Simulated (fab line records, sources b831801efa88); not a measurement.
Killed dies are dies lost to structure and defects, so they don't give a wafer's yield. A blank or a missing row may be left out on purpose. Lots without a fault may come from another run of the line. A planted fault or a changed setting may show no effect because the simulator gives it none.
Split-lot experiment | flow gf180mcu | 5 lots, 23 wafers read, on a route of 602 steps

THE SPLIT
At GF_V5_CMP_04 (polishes SiO2), the setting leave_above_ref_nm was moved away from the recipe's 855 nm on 11 of the 23 wafers read, by +3.4% to +7.3%. The other wafers ran this setting at the recipe's value.

FROM THE SPLIT TO THE READING: what the file shows between them, 4 steps
- GF_V5_SOFTBAKE_10: time 60 s (also split here: time_s)
- GF_V5_EXPOSE_11: exposes mask Via5, target cd 260 nm
- GF_V5_PEB_12: peb time 90 s
- GF_V5_ETCH_16: etches BARC in N2/H2

THE READING
oes_product_au, in a.u., at GF_V5_ETCH_17 (etches SiO2 in C4F8/O2/Ar, stops on TiN, target depth 855 nm). Fault-free wafers of this fab line usually give 0.860 a.u., standard deviation 0.0045 a.u..

wafer  | tool, chamber at the split | leave_above_ref_nm as run, nm | against the recipe | oes_product_au, a.u. | against lot-mates on the recipe
L076.1 | cmp-01, 1                  | 855                           | recipe             | 0.860                | -
L076.4 | cmp-01, 3                  | 855                           | recipe             | 0.871                | -
L076.5 | cmp-01, 3                  | 855                           | recipe             | 0.857                | -
L077.1 | cmp-01, 1                  | 855                           | recipe             | 0.864                | -
L077.2 | cmp-01, 3                  | 883.8                         | +3.4%              | 0.871                | +0.011
L077.3 | cmp-01, 2                  | 883.8                         | +3.4%              | 0.882                | +0.022
L077.5 | cmp-01, 2                  | 855                           | recipe             | 0.856                | -
L077.6 | cmp-01, 1                  | 883.8                         | +3.4%              | 0.879                | +0.019
L081.1 | cmp-01, 1                  | 855                           | recipe             | 0.858                | -
L081.2 | cmp-01, 2                  | 855                           | recipe             | 0.858                | -
L081.4 | cmp-01, 0                  | 910.3                         | +6.5%              | 0.887                | +0.030
L081.5 | cmp-01, 3                  | 855                           | recipe             | 0.855                | -
L081.6 | cmp-01, 0                  | 910.3                         | +6.5%              | 0.894                | +0.037
L082.1 | cmp-01, 0                  | 884.8                         | +3.5%              | 0.876                | +0.018
L082.2 | cmp-01, 3                  | 884.8                         | +3.5%              | 0.873                | +0.015
L082.3 | cmp-01, 2                  | 855                           | recipe             | 0.852                | -
L082.4 | cmp-01, 1                  | 855                           | recipe             | 0.864                | -
L082.5 | cmp-01, 2                  | 884.8                         | +3.5%              | 0.883                | +0.025
L083.1 | cmp-02, 1                  | 917.3                         | +7.3%              | 0.901                | +0.040
L083.2 | cmp-02, 2                  | 917.3                         | +7.3%              | 0.908                | +0.047
L083.3 | cmp-02, 3                  | 855                           | recipe             | 0.863                | -
L083.4 | cmp-02, 0                  | 917.3                         | +7.3%              | 0.892                | +0.031
L083.6 | cmp-02, 3                  | 855                           | recipe             | 0.860                | -

THE FIT
A straight line over all 23 wafers: oes_product_au changes by +0.00527 a.u. for each +1% of leave_above_ref_nm; r = +0.95; the points scatter about the line by 0.0053 a.u..
The same after taking each lot's own level away (the mean of its wafers on the recipe; 23 wafers): +0.00529 a.u. for each +1%; r = +0.95; scatter 0.0049 a.u..
On that fit, the largest move of leave_above_ref_nm shifts the reading by 0.039 a.u..
The lots' own levels span 0.8570 to 0.8627 a.u., that is 1.3 times the standard deviation above.
So the lot-to-lot level changes the slope little: the two slopes agree.
Check: with one of the wafers moved furthest among these (+7.3%) left out of the fit, the line predicts +0.0384 a.u. for it against its lot-mates. It came out at +0.0395 a.u. against them.

OTHER SPLITS ON THESE WAFERS
These wafers also went through other splits before the reading. Each is held against what the fit with the lots' levels taken away leaves over:
other split on the same wafers | wafers away from the commonest value | r with oes_product_au (lot level and that fit taken away)
GF_V5_SOFTBAKE_10 time_s       | 11                                   | -0.14

THE WHOLE CHAIN: every reading that the file lists as answering this split, in the file's order
step          | what it does                                                 | reading                                                                   | change (the file's fit)                   | r (the file's)
GF_V5_CMP_04  | polishes SiO2                                                | SiO2_of_V5_CVD_02.thk_nm (the simulator's own value, which no gauge read) | +8.78 nm for each +1% of the setting      | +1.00
GF_V5_ETCH_17 | etches SiO2 in C4F8/O2/Ar, stops on TiN, target depth 855 nm | oes_product_au                                                            | +0.00529 a.u. for each +1% of the setting | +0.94
GF_V5_ETCH_17 | etches SiO2 in C4F8/O2/Ar, stops on TiN, target depth 855 nm | V5.feature_depth_nm (the simulator's own value, which no gauge read)      | +8.78 nm for each +1% of the setting      | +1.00

THE FILE'S OWN FIT
oes_product_au changes by +0.00529 a.u. for each +1% of leave_above_ref_nm, r = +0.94.
